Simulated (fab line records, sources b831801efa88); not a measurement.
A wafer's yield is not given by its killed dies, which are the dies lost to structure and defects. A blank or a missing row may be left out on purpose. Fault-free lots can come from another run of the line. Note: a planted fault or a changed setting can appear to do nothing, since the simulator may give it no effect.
Problem report, 8D (eight disciplines) form, completed by code    flow sfq_line    the parts of the form that need people (team, actions taken, sign-off) are left out

== 1. THE PROBLEM ==
Mean of heater_power_total_W at SFQ_TRILAYER_M6_LITHO_PEB_162: 81.81 W across 2 wafers in 2 lots; on wafers with no fault it is 79.15 W (standard deviation 0.063). Measured from the usual mean, that is +42 standard deviations.
The step: peb time 60 s.
Seen first at day 63 07:26 on litho_track-04, wafer L886.5. The record has a number at this step for 41 wafers belonging to 14 lots. The rule behind "out" and "out of limits": a value lying over 4 standard deviations away from the usual mean. The rest of the wafers with a number are treated as sound.

== 2. WHAT IT IS; WHAT IT IS NOT ==
question                     is                    is not
which readings at this step  heater_power_total_W  -
which lots                   L886, L887            L871, L872, L873, L874, L875, L876, L877, L878, L889, L891, L892, L894
which wafers of those lots   L886.5, L887.3        L886.1, L886.4, L887.2
read on which tools          litho_track-04        litho_track-02, litho_track-03
when                         from day 63 07:26     up to then (26 sound wafers); but 13 sound wafers of L887, L889, L891, L892, L894 came after

== 3. THE SUSPECTS, EACH WITH WHAT RULES IT OUT ==
Counting: a tool at a process step up to the reading stays a suspect if it ran every lot that is out. Sound lots after the first of them don't rule it out here, since some wafers of a struck lot are sound.
- litho_track-04 at SFQ_TRILAYER_M6_LITHO_PEB_162 (peb time 60 s): kept. Ran every lot that is out, first one L886 (day 63 07:26); last sound lot up to then L878 (day 61 00:52). On those wafers its own readings are out: heater_power_total_W.
After counting, what remains is litho_track-04 at SFQ_TRILAYER_M6_LITHO_PEB_162.

== 4. THE CAUSE (what the simulator had put in) ==
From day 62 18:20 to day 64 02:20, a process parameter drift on litho_track-04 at SFQ_TRILAYER_M6_LITHO_PEB_162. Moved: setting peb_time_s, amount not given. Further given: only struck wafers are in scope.
Only this tool survived the counting.

== 5. SEQUENCE OF EFFECTS, ordered by route ==
Each row: a reading whose mean over the struck wafers that have a number lies more than 3 standard deviations from the usual. Scope: only readings with a usual standard deviation given in the record; hours: median across lots of the time from each lot's start at the first step in this table that gives one to its start at this step; sigmas: change in usual standard deviations.
hours  step                           reading               usual    on struck wafers  change  sigmas
0      SFQ_TRILAYER_M6_LITHO_PEB_162  heater_power_total_W  79.15 W  81.81             +2.66   +42
Its process steps:
- SFQ_TRILAYER_M6_LITHO_PEB_162: peb time 60 s.
Readings that are blank on the struck wafers while sound wafers have them: plate_temp_C at SFQ_TRILAYER_M6_LITHO_PEB_162.
Later measuring or inspecting steps at which every struck wafer that the step has a row for has a number for every such reading, and none has moved that far: SFQ_M7_OVL_MEAS_945, SFQ_I7_BOW_MEAS_946, SFQ_I7_OVL_MEAS_947.

== 6. WHAT WOULD HAVE CAUGHT IT SOONER ==
First out-of-limits reading in this record: day 63 07:26, which is 13 hours after fault onset at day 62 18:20.
